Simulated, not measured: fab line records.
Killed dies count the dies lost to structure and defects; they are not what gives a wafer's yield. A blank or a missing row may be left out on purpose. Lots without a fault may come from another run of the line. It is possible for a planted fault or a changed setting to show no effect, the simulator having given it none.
fab line records    flow sky130
[record] lots = 6  wafers = 18  last_day = 50
route steps=708 shown PASSIVATION@690 PAD_OPEN@694
lots that met no fault: from a run of the same line without faults
start_h: start of the lot's first displayed wafer, in hours after the record's first day    wait_h: time in hours since the lot's previous step    " same as the row above    L1.1+2: a row that stands for several wafers    - either no value or no given start    * or withheld: withheld    < > ~ a bound
route shown NAME@n: names a module that has steps shown in the file, with the first one's number in the route    usual: average and standard deviation across the fault-free wafers    same: alike in all rows    chamber/n: place in a boat    sites: readings site by site    _std_site: their standard deviation    _edge_site: inner sites' mean taken away from outer sites' mean    radius_mm: for every site, how far away it sits from the centre of the wafer    mask NAME#n: copy n    behind: tool/chamber where the wafer was last shaped    hold: reason for holding the lot/hours on hold/outcome of the hold    device: names the non-switching transistor (n, p or np)    end of line: the route-end tests of the same wafers    a step with no rows: only its recipe    killed: dies lost to structure and defects at the first sort, not the wafer's yield    map: shows each die of a wafer: x if killed, . if not, _ if none is there
set.NAME: setting as actually run; set.NAME@STEP: the setting as run at that earlier step    model.NAME: the simulator's own value behind a step, which no gauge read
lots at some steps of the route; a table a step, a row a wafer
services: from which hour (start_h, from the record's first day; less than 0 if before it) a tool's chamber was out of use, for how many hours, and why
[[steps]]
[step SKY_PASSIVATION_PEB_09]
[recipe] temp_c = 115  time_s = withheld
[step SKY_PASSIVATION_DEVELOP_10]
[recipe] develop_time_s = 60  dev_temp_c = 23
[step SKY_PASSIVATION_ETCH_11]
[recipe] chemistry = CF4/O2  target_depth_nm = 725  stop_on = AlCu  source_w = 800  bias_w = 150  pressure_mtorr = 150  cf4_flow_sccm = 80  O2_flow_sccm = 10  time_s = 161.1
[usual] bias_w = 150.0/0.46  drypump_motor_current_A = 5.8/0.39  oes_product_au = 0.979/0.0069  throttle_valve_pct = 5.964/0.0095
lot.wafer  tool         chamber  start_h  wait_h  bias_w  drypump_motor_current_A  oes_product_au  rf_hours_counter_h  throttle_valve_pct
L949.1     rie_diel-03  1        1050.51  -       149.6   5.4                      0.984           17                  5.966
L949.3     "            3        "        "       150.6   6.4                      0.986           22                  5.949
L949.5     "            0        "        "       150.3   5.9                      0.985           -                   5.964
L951.1     rie_diel-04  2        1065.11  -       150.4   5.8                      0.977           18                  5.961
L951.2     "            3        "        "       149.1   6.0                      0.973           19                  5.954
L951.5     "            0        "        "       151.1   5.7                      0.979           -                   5.960
L966.2     rie_diel-02  1        1163.06  -       149.9   4.8                      0.986           14                  5.975
L966.3     "            2        "        "       148.9   6.0                      0.971           21                  5.963
L966.4     "            0        "        "       149.8   6.3                      0.982           21                  5.958
L968.3     rie_diel-03  0        1165.26  -       149.8   5.9                      0.974           26                  5.959
L968.5     "            2        "        "       150.5   5.7                      0.986           -                   5.971
L968.6     "            3        "        "       149.4   6.4                      0.978           -                   5.967
L969.1     rie_diel-02  0        1167.06  -       150.1   6.3                      0.987           21                  5.962
L969.3     "            2        "        "       150.4   6.0                      0.975           21                  5.980
L969.5     "            0        "        "       150.1   6.3                      0.987           -                   5.995
L971.1     rie_diel-02  3        1180.07  -       150.5   5.8                      0.983           19                  5.963
L971.3     "            0        "        "       150.1   6.3                      0.983           21                  5.969
L971.6     "            0        "        "       149.8   6.3                      0.987           -                   5.978
[step SKY_PASSIVATION_STRIP_12]
[recipe] chemistry = O2/N2  power_w = 1400  pressure_mtorr = 1500  platen_temp_c = withheld  overash_fraction = 0.7  o2_flow_sccm = 3000  n2_flow_sccm = 300
[usual] drypump_motor_current_A = 5.9/0.33  oes_product_au = 0.661/0.0048  strip_time_to_endpoint_s = 31.58/0.11
lot.wafer  tool             chamber  start_h  wait_h  drypump_motor_current_A  oes_product_au  rf_hours_counter_h  strip_time_to_endpoint_s
L949.1     plasma_asher-04  1        1050.61  0.1     6.2                      0.654           54                  31.55
L949.3     "                0        "        "       6.0                      0.664           -                   31.55
L949.5     "                1        "        "       6.1                      0.663           -                   31.63
L951.1     plasma_asher-02  0        1065.22  0.1     5.5                      0.661           0                   31.50
L951.2     "                1        "        "       6.2                      0.654           0                   31.46
L951.5     "                0        "        "       5.6                      0.658           -                   31.33
L966.2     plasma_asher-02  1        1163.17  0.1     6.2                      0.657           10                  31.68
L966.3     "                1        "        "       6.2                      0.655           -                   31.55
L966.4     "                0        "        "       5.5                      0.663           -                   31.55
L968.3     plasma_asher-03  1        1165.40  0.1     6.1                      0.655           -                   31.59
L968.5     "                0        "        "       5.4                      0.665           -                   31.63
L968.6     "                1        "        "       6.1                      0.662           -                   31.64
L969.1     plasma_asher-03  1        1167.16  0.1     6.1                      0.660           39                  31.52
L969.3     "                1        "        "       6.1                      0.662           -                   31.68
L969.5     "                0        "        "       5.4                      0.657           -                   31.54
L971.1     plasma_asher-04  0        1180.18  0.1     6.0                      0.657           66                  31.60
L971.3     "                0        "        "       6.0                      0.664           -                   31.37
L971.6     "                1        "        "       6.2                      0.659           -                   31.46
[step SKY_PAD_OPEN_DEHYDRATE_00]
[recipe] temp_c = 200  time_s = 60
[step SKY_PAD_OPEN_HMDS_01]
[recipe] prime_time_s = 60  prime_temp_c = 120
[step SKY_PAD_OPEN_COAT_02]
[recipe] spin_rpm = 2000  resist_thk_nm = 3000
[step SKY_PAD_OPEN_SOFTBAKE_03]
[recipe] temp_c = 110  time_s = withheld
[step SKY_PAD_OPEN_EXPOSE_04]
[recipe] mask_id = PDM  target_cd_nm = 60000  na = 0.57  dose_mj = 260
[step SKY_PAD_OPEN_PEB_05]
[recipe] temp_c = 115  time_s = withheld
[step SKY_PAD_OPEN_DEVELOP_06]
[recipe] develop_time_s = 60  dev_temp_c = 23
[step SKY_PAD_OPEN_ETCH_07]
[recipe] chemistry = CF4/O2  target_depth_nm = 725  stop_on = AlCu  source_w = 800  bias_w = 150  pressure_mtorr = 150  cf4_flow_sccm = 80  O2_flow_sccm = 10  time_s = 161.1
[usual] bias_w = 150.0/0.43  drypump_motor_current_A = 5.8/0.38  oes_product_au = 0.979/0.007  throttle_valve_pct = 5.964/0.0097
lot.wafer  tool         chamber  start_h  wait_h  bias_w  drypump_motor_current_A  oes_product_au  rf_hours_counter_h  throttle_valve_pct
L949.1     rie_diel-02  3        1072.11  -       149.5   5.9                      0.987           15                  5.976
L949.3     "            2        "        "       150.4   6.0                      0.985           18                  5.968
L949.5     "            1        "        "       149.7   4.8                      0.980           -                   5.952
L951.1     rie_diel-02  1        1086.04  -       150.6   4.8                      0.973           12                  5.962
L951.2     "            3        "        "       149.4   5.9                      0.973           16                  5.965
L951.5     "            3        "        "       148.6   5.9                      0.977           -                   5.948
L966.2     rie_diel-03  2        1179.71  -       150.5   5.6                      0.984           27                  5.963
L966.3     "            0        "        "       150.6   5.9                      0.972           27                  5.960
L966.4     "            1        "        "       150.7   5.4                      0.987           -                   5.974
L968.3     rie_diel-03  1        1182.16  -       149.5   5.4                      0.978           21                  5.977
L968.5     "            2        "        "       150.3   5.7                      0.984           -                   5.970
L968.6     "            0        "        "       149.9   5.9                      0.984           -                   5.985
L969.1     rie_diel-01  0        1183.94  -       150.4   6.1                      0.972           6                   5.951
L969.3     "            2        "        "       150.2   5.7                      0.982           31                  5.986
L969.5     "            0        "        "       150.1   6.1                      0.990           -                   5.971
L971.1     rie_diel-01  0        1195.64  -       149.9   6.1                      0.977           6                   5.970
L971.3     "            2        "        "       149.9   5.7                      0.982           31                  5.951
L971.6     "            3        "        "       150.2   6.0                      0.979           -                   5.972
[step SKY_PAD_OPEN_STRIP_08]
[recipe] chemistry = O2/N2  power_w = 1400  pressure_mtorr = 1500  platen_temp_c = withheld  overash_fraction = 0.7  o2_flow_sccm = 3000  n2_flow_sccm = 300
[usual] drypump_motor_current_A = 5.8/0.44  oes_product_au = 0.663/0.0044
lot.wafer  tool             chamber  start_h  wait_h  drypump_motor_current_A  oes_product_au  rf_hours_counter_h
L949.1     plasma_asher-02  0        1072.22  0.1     5.5                      0.669           1
L949.3     "                0        "        "       5.5                      0.663           -
L949.5     "                0        "        "       5.6                      0.664           -
L951.1     plasma_asher-01  1        1086.14  0.1     5.1                      0.661           101
L951.2     "                0        "        "       6.2                      0.658           101
L951.5     "                0        "        "       6.1                      0.668           -
L966.2     plasma_asher-01  1        1179.82  0.1     5.1                      0.664           110
L966.3     "                0        "        "       6.2                      0.666           -
L966.4     "                1        "        "       5.1                      0.667           -
L968.3     plasma_asher-03  0        1182.30  0.1     5.4                      0.663           -
L968.5     "                1        "        "       6.2                      0.658           -
L968.6     "                0        "        "       5.4                      0.663           -
L969.1     plasma_asher-01  0        1184.04  0.1     6.2                      0.662           110
L969.3     "                0        "        "       6.1                      0.668           -
L969.5     "                0        "        "       6.1                      0.663           -
L971.1     plasma_asher-02  0        1195.74  0.1     5.5                      0.659           13
L971.3     "                1        "        "       6.2                      0.664           -
L971.6     "                0        "        "       5.5                      0.666           -
[step SKY_PAD_OPEN_STRIP_09]
[recipe] chemistry = post_etch_residue_remover  time_s = 1200  temp_c = 72.5
[step SKY_PAD_OPEN_CLEAN_10]
[recipe] chemistry = IPA  time_s = 180  temp_c = 25
[step SKY_PAD_OPEN_CLEAN_11]
[recipe] chemistry = O3/DIW  dry = n2_spin
[step SKY_PAD_OPEN_ANNEAL_12]
[recipe] temp_c = 400  time_s = withheld  ambient = N2/H2  idle_temp_c = 300  ramp_up_c_per_min = 8  ramp_down_c_per_min = 4
[step SKY_PAD_OPEN_BOW_MEAS_13]
[recipe] mode = bow
[usual] PAD_OPEN_BOW = 46/8.9
lot.wafer  tool           chamber  start_h  wait_h  PAD_OPEN_BOW[um]
L949.1     film_metro-01  -        1074.31  -       55
L949.3     "              -        "        "       43
L949.5     "              -        "        "       49
L951.1     film_metro-04  -        1088.24  -       37
L951.2     "              -        "        "       34
L951.5     "              -        "        "       34
L966.2     film_metro-03  -        1181.93  -       51
L966.3     "              -        "        "       52
L966.4     "              -        "        "       58
L968.3     film_metro-04  -        1184.40  -       48
L968.5     "              -        "        "       48
L968.6     "              -        "        "       35
L969.1     film_metro-01  -        1186.14  -       53
L969.3     "              -        "        "       47
L969.5     "              -        "        "       44
L971.1     film_metro-01  -        1197.84  -       59
L971.3     "              -        "        "       49
L971.6     "              -        "        "       63
[step SKY_PAD_OPEN_PROBE_99]
[usual] defect_limited_yield = 82.5/1.8  killed_at_M0_to_M3 = 43/6.5  killed_at_M4_up = 3/1.7  killed_at_contacts = 25/5.1  killed_at_front_end = 15/3.8  killed_at_other = 0.2/0.45  killed_dies = 86/8.8  killed_open = 47/6.7  killed_short = 39/6  sort_bin_3_pad_short = 0.9/0.46  sort_bin_5_function = 10.2/1.4  sort_bin_6_memory = 6.4/1  sort_n_pass = 406/8.8  sort_yield_pct = 82.5/1.8
[same] gross_dies = 492  killed_at_back_side = 0  sort_bin_4_leakage[%] = 0  sort_bin_8_speed[%] = 0
lot.wafer  tool       chamber  start_h  wait_h  hold                      defect_limited_yield[%]  killed_at_M0_to_M3  killed_at_M4_up  killed_at_contacts  killed_at_front_end  killed_at_other  killed_dies  killed_open  killed_short  sort_bin_3_pad_short[%]  sort_bin_5_function[%]  sort_bin_6_memory[%]  sort_n_pass  sort_yield_pct[%]  model.etest.tester.sort_n_pass  model.etest.tester.sort_yield_pct  model.etest.tester.sort_bin_5_pct  model.etest.tester.sort_bin_3_pct
L949.1     prober-02  -        1074.43  0.1     -                         79.5                     48                  3                31                  19                   0                101          47           54            1.8                      12.2                    6.5                   391          79.5               391                             79.47                              12.2                               1.829
L949.3     prober-02  -        1074.53  0.2     -                         85.4                     31                  2                24                  15                   0                72           35           37            0.4                      8.3                     5.9                   420          85.4               420                             85.37                              8.333                              0.4065
L949.5     prober-02  -        1074.63  0.2     -                         85.6                     32                  1                21                  17                   0                71           35           36            0.6                      8.5                     5.3                   421          85.6               421                             85.57                              8.537                              0.6098
L951.1     prober-02  -        1088.36  0.1     -                         83.3                     50                  3                18                  11                   0                82           40           42            0.2                      10.4                    6.1                   410          83.3               410                             83.33                              10.37                              0.2033
L951.2     prober-02  -        1088.41  0.1     -                         82.7                     50                  2                20                  12                   1                85           44           41            0.4                      8.9                     7.9                   407          82.7               407                             82.72                              8.943                              0.4065
L951.5     prober-02  -        1088.56  0.2     -                         82.7                     47                  2                22                  14                   0                85           47           38            0.6                      9.6                     7.1                   407          82.7               407                             82.72                              9.553                              0.6098
L966.2     prober-02  -        1182.08  0.1     await_dispo/0.7h/release  82.1                     42                  2                31                  13                   0                88           42           46            1.6                      8.3                     7.9                   404          82.1               404                             82.11                              8.333                              1.626
L966.3     prober-02  -        1182.13  0.2     await_dispo/0.7h/release  76.2                     50                  4                21                  12                   30               117          51           36            1.4                      14.4                    7.9                   375          76.2               375                             76.22                              14.43                              1.423
L966.4     prober-02  -        1182.18  0.2     await_dispo/0.7h/release  86.0                     27                  5                21                  16                   0                69           42           27            0.6                      7.5                     5.9                   423          86.0               423                             85.98                              7.52                               0.6098
L968.3     prober-01  -        1184.58  0.2     -                         79.3                     49                  0                36                  17                   0                102          56           46            2.6                      11.8                    6.3                   390          79.3               390                             79.27                              11.79                              2.642
L968.5     prober-01  -        1184.68  0.2     -                         82.5                     40                  2                31                  13                   0                86           48           38            0.6                      11.0                    5.9                   406          82.5               406                             82.52                              10.98                              0.6098
L968.6     prober-01  -        1184.73  0.2     -                         84.1                     37                  4                22                  15                   0                78           38           40            1.0                      9.8                     5.1                   414          84.1               414                             84.15                              9.756                              1.016
L969.1     prober-02  -        1186.26  0.1     -                         79.3                     46                  2                18                  7                    29               102          39           34            1.6                      14.2                    4.9                   390          79.3               390                             79.27                              14.23                              1.626
L969.3     prober-02  -        1186.36  0.2     -                         76.2                     49                  2                26                  9                    31               117          43           43            1.8                      15.0                    6.9                   375          76.2               375                             76.22                              15.04                              1.829
L969.5     prober-02  -        1186.46  0.2     -                         79.1                     34                  3                20                  15                   31               103          34           38            1.4                      12.6                    6.9                   389          79.1               389                             79.06                              12.6                               1.423
L971.1     prober-02  -        1197.96  0.1     -                         80.7                     46                  2                28                  18                   1                95           55           40            1.4                      10.6                    7.3                   397          80.7               397                             80.69                              10.57                              1.423
L971.3     prober-02  -        1198.06  0.2     -                         84.6                     33                  2                29                  12                   0                76           35           41            0.8                      10.6                    4.1                   416          84.6               416                             84.55                              10.57                              0.813
L971.6     prober-02  -        1198.21  0.2     -                         85.8                     38                  3                16                  13                   0                70           41           29            0.4                      8.1                     5.7                   422          85.8               422                             85.77                              8.13                               0.4065
// killed by level:class
L949.1 LI_CONTACT:geometric_particle:open=9 CONTACT:geometric_particle:open=8 VIA1:geometric_particle:open=8 VIA2:geometric_particle:open=8 VIA1:geometric_particle:short=7 METAL2:geometric_particle:short=7 METAL1:geometric_particle:short=6 CONTACT:geometric_particle:short=6
L949.3 CONTACT:geometric_particle:open=8 METAL1:geometric_particle:short=8 LI_CONTACT:geometric_particle:open=7 CONTACT:geometric_particle:short=5 VIA1:geometric_particle:open=5 FIELD_ISO:geometric_particle:short=4 POLY_GATE:geometric_particle:short=4 VIA1:geometric_particle:short=3
L949.5 VIA2:geometric_particle:open=10 POLY_GATE:geometric_particle:short=7 CONTACT:geometric_particle:open=7 FIELD_ISO:geometric_particle:short=6 LI_CONTACT:geometric_particle:open=6 METAL2:geometric_particle:short=5 VIA1:geometric_particle:open=5 LOCAL_INTERCONNECT:geometric_particle:short=4
L951.1 METAL1:geometric_particle:short=11 VIA3:geometric_particle:open=10 CONTACT:geometric_particle:open=7 LI_CONTACT:geometric_particle:open=5 VIA1:geometric_particle:open=5 VIA1:geometric_particle:short=5 METAL2:geometric_particle:short=5 FIELD_ISO:geometric_particle:short=4
L951.2 VIA1:geometric_particle:open=10 VIA3:geometric_particle:open=10 LI_CONTACT:geometric_particle:open=7 CONTACT:geometric_particle:open=7 VIA3:geometric_particle:short=7 METAL1:geometric_particle:short=5 VIA2:geometric_particle:open=4 LOCAL_INTERCONNECT:geometric_particle:short=4
L951.5 VIA1:geometric_particle:open=13 CONTACT:geometric_particle:open=11 VIA3:geometric_particle:open=11 FIELD_ISO:geometric_particle:short=5 METAL2:geometric_particle:short=5 VIA1:geometric_particle:short=4 METAL3:geometric_particle:short=4 FIELD_ISO:geometric_particle:open=3
L966.2 CONTACT:geometric_particle:open=12 VIA1:geometric_particle:open=11 CONTACT:geometric_particle:short=8 LI_CONTACT:geometric_particle:open=7 METAL1:geometric_particle:short=7 VIA1:geometric_particle:short=6 VIA2:geometric_particle:open=5 FIELD_ISO:geometric_particle:short=4
L966.3 PAD_OPEN:unspecified=30 VIA1:geometric_particle:open=10 VIA3:geometric_particle:open=9 VIA1:geometric_particle:short=8 LI_CONTACT:geometric_particle:open=7 CONTACT:geometric_particle:open=7 VIA2:geometric_particle:open=7 METAL1:geometric_particle:short=5
L966.4 LI_CONTACT:geometric_particle:open=11 VIA1:geometric_particle:open=9 FIELD_ISO:geometric_particle:open=5 FIELD_ISO:geometric_particle:short=5 METAL2:geometric_particle:short=5 CONTACT:geometric_particle:open=4 LOCAL_INTERCONNECT:geometric_particle:short=4 VIA3:geometric_particle:open=4
L968.3 LI_CONTACT:geometric_particle:open=12 VIA3:geometric_particle:open=12 VIA1:geometric_particle:open=11 METAL1:geometric_particle:short=7 CONTACT:geometric_particle:short=7 CONTACT:geometric_particle:open=7 LOCAL_INTERCONNECT:geometric_particle:short=6 FIELD_ISO:geometric_particle:open=5
L968.5 CONTACT:geometric_particle:open=13 LI_CONTACT:geometric_particle:open=10 METAL2:geometric_particle:short=8 VIA1:geometric_particle:open=6 VIA2:geometric_particle:open=5 VIA3:geometric_particle:short=5 VIA3:geometric_particle:open=5 POLY_GATE:geometric_particle:short=4
L968.6 VIA1:geometric_particle:open=12 CONTACT:geometric_particle:open=8 METAL1:geometric_particle:short=8 FIELD_ISO:geometric_particle:short=6 LI_CONTACT:geometric_particle:open=5 LOCAL_INTERCONNECT:geometric_particle:short=5 VIA1:geometric_particle:short=5 FIELD_ISO:geometric_particle:open=3
L969.1 PAD_OPEN:unspecified=29 METAL1:geometric_particle:short=11 VIA2:geometric_particle:open=9 VIA1:geometric_particle:open=7 LI_CONTACT:geometric_particle:open=6 METAL3:geometric_particle:short=6 LOCAL_INTERCONNECT:geometric_particle:short=4 CONTACT:geometric_particle:open=4
L969.3 PAD_OPEN:unspecified=31 METAL2:geometric_particle:short=9 CONTACT:geometric_particle:open=9 CONTACT:geometric_particle:short=8 VIA3:geometric_particle:open=8 VIA1:geometric_particle:open=7 VIA2:geometric_particle:open=7 METAL1:geometric_particle:open=5
L969.5 PAD_OPEN:unspecified=31 VIA1:geometric_particle:short=7 CONTACT:geometric_particle:short=6 VIA1:geometric_particle:open=6 LI_CONTACT:geometric_particle:open=5 VIA2:geometric_particle:open=4 METAL1:geometric_particle:short=4 METAL2:geometric_particle:short=4
L971.1 VIA3:geometric_particle:open=11 LI_CONTACT:geometric_particle:open=9 VIA1:geometric_particle:open=9 CONTACT:geometric_particle:open=8 METAL1:geometric_particle:short=6 POLY_GATE:geometric_particle:open=5 POLY_GATE:geometric_particle:short=5 METAL2:geometric_particle:short=5
L971.3 LI_CONTACT:geometric_particle:open=8 CONTACT:geometric_particle:short=7 METAL2:geometric_particle:short=7 VIA1:geometric_particle:open=6 CONTACT:geometric_particle:open=6 VIA2:geometric_particle:open=5 LOCAL_INTERCONNECT:geometric_particle:short=4 SPACER:geometric_particle:short=4
L971.6 VIA1:geometric_particle:open=8 CONTACT:geometric_particle:open=7 VIA3:geometric_particle:open=7 METAL2:geometric_particle:short=6 LI_CONTACT:geometric_particle:open=5 VIA3:geometric_particle:short=5 VIA2:geometric_particle:open=5 FIELD_ISO:geometric_particle:short=4
// map L966.3 (x killed, . not)
__________.........._________
________x.....x......._______
______.x....x..........._____
_____..........x.......xx____
____x....x..........x...x.___
___...........x.x..........__
__...x..........xx......xx.._
_...x.................x......
_x....xx......xxxx...........
_...x................x...x...
_..........xx.x....x.........
_......x....x.............x.x
_...x..x......x..x.....x.....
_x....x..xx.x.....x....x....x
_x.x..x...x....x........xx...
__...x.....x....xx...x.....x_
___.x.x....x.x..x.x..x....x__
____x.x.x.xx.x.x..x.....x.___
_____...x.xxxx.x....x...x____
______....xxxxxxx...x..x_____
________xxxxxxxxxx...x_______
__________xxxxxxx.x._________
// map L969.3 (x killed, . not)
__________........xx_________
________x.x.......x..x_______
______.x..x.x...xxx.x..x_____
_____...............x.x..____
____xxx............x.....x___
___........xxx.x.x.x...x..x__
__......xx..xx......x......._
_...x...........xx.......xx..
_.x...........x....x.xx..xx..
_..x.......x....x........x...
_.x..x....xx..x........x.....
_....x.......................
_x.......x.........x.x..xx...
_x.............x.....x..x....
_.xx.......................x.
__.........xx......x.....x.._
___....xx...x.........x.x..__
____...xx.xx.x....x..x....___
_____x...xxxxxx..........____
______..xxxxxx.x..x....._____
________xxxxxxxx.x.x.._______
__________xxxxxx...._________
[[services]]
tool             chamber  start_h  hours  kind
rie_diel-01      1        1047.35  1.2    repair
plasma_asher-02  -        1055.25  9.0    pm
plasma_asher-02  0        1055.25  9.0    vent_cycle
plasma_asher-02  1        1055.25  9.0    vent_cycle
rie_diel-01      -        1058.71  5.7    repair
plasma_asher-02  0        1064.25  -      clean
plasma_asher-02  1        1064.25  -      clean
rie_diel-01      3        1071.60  8.3    repair
rie_diel-03      1        1099.68  14.0   repair
plasma_asher-02  -        1108.61  1.0    repair
rie_diel-04      1        1113.25  10.0   repair
rie_diel-01      -        1118.31  3.3    repair
rie_diel-02      2        1126.36  10.0   repair
rie_diel-04      2        1128.29  3.6    repair
rie_diel-02      3        1130.73  5.0    repair
rie_diel-03      1        1131.83  7.4    repair
rie_diel-02      3        1136.93  4.6    repair
rie_diel-02      -        1148.22  2.8    pm
rie_diel-03      3        1178.99  16.5   repair
rie_diel-04      -        1187.86  2.8    pm
[[key]]
[first_sign] step = SKY_PAD_OPEN_PROBE_99  reading = killed_at_other  direction = up  sigmas = 30  usual = 0.2  struck = 30.2
[effect] step = SKY_PAD_OPEN_PROBE_99  reading = sort_bin_5_function  direction = up  sigmas = 2.7  usual = 10.2  struck = 14.1
[model_effect] step = SKY_PAD_OPEN_PROBE_99  value = etest.tester.sort_n_pass  without = 408.5  struck = 382.2
met_at SKY_PAD_OPEN_STRIP_08
struck_wafers L966.3,L969.1,L969.3,L969.5
onset_between 1086.14 1179.82
[fault] kind = chamber_particle_source  tool = plasma_asher-01  chamber = 0  onset_h = 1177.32  steps = SKY_PAD_OPEN_STRIP_08  rate_per_visit_cm2 = 0.45408  end_h = 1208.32
